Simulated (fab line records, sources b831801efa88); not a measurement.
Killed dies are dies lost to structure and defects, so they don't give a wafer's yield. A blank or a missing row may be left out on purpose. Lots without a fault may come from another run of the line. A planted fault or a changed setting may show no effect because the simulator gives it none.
One fault seen from 2 desks | flow gf180mcu | each desk has only its own numbers; what lay behind them comes last

THE TOOL OWNER'S DESK: iline_stepper-01
The tool's own readings at GF_NSD_EXPOSE_04 (exposes mask Nplus, target cd 400 nm): means of the sampled wafers that have a number, for each lot that ran on this tool. A lot is out of limits, marked OUT, if its mean lies more than 4 standard deviations from the usual mean; the brackets give that distance.
Columns: A = focus_offset_nm at GF_NSD_EXPOSE_04, usual 0.1 nm
lot  | first seen here | A
L317 | day 14 07:56    | -0.2
L320 | day 15 19:13    | -0.6
L322 | day 16 03:26    | 0.0
L326 | day 17 13:25    | -0.4
L331 | day 19 01:21    | -0.1
L333 | day 19 20:18    | 0.6
This desk's finding: nothing out of limits on any of the 6 lots.

THE METROLOGY DESK
What the gauges read, lot by lot, whatever tool the lot ran on: means of the sampled wafers that have a number. A lot is out of limits, marked OUT, if its mean lies more than 4 standard deviations from the usual mean; the brackets give that distance.
Columns: A = NSD_OVL at GF_NSD_OVL_MEAS_08, usual -1.3 nm; B = PSD_TW at GF_PSD_TW_MEAS_11, usual 3206
lot  | first seen here | A                       | B
L314 | day 13 15:44    | -1.8                    | 3212
L315 | day 14 02:08    | -1.8                    | 3219
L317 | day 14 17:35    | 0.3                     | 3233
L320 | day 16 06:08    | -2.3                    | 3200
L322 | day 16 14:14    | 0.1                     | 3206
L326 | day 18 01:12    | -2.5                    | 3208
L327 | day 18 09:05    | -0.2                    | 3198
L331 | day 19 13:23    | 221.8 (+99 or more) OUT | 3241
L333 | day 20 08:35    | 222.5 (+99 or more) OUT | 3224
L334 | day 20 14:47    | -2.0                    | 3171
L335 | day 20 21:44    | -0.4                    | 3212
L336 | day 21 07:35    | -2.6                    | 3191
This desk's finding: out of limits on L331, L333; first on L331, day 19 13:23 (NSD_OVL at GF_NSD_OVL_MEAS_08). In limits: L314, L315, L317, L320, L322, L326, L327, L334, L335, L336.

PUT TOGETHER
The metrology desk could have raised an alarm at day 19 13:23, on L331, L333.
The tool owner's desk saw nothing out of limits.
The tool owner's desk has L331, L333 on record, within its limits.
Of the lots named, all ran GF_NSD_EXPOSE_04 on iline_stepper-01.

WHAT THE SIMULATOR HAD PUT IN
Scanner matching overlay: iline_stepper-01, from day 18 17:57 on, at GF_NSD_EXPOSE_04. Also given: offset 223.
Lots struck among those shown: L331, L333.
Hours from the fault's start to each desk's first reading out of limits: the metrology desk, 19.
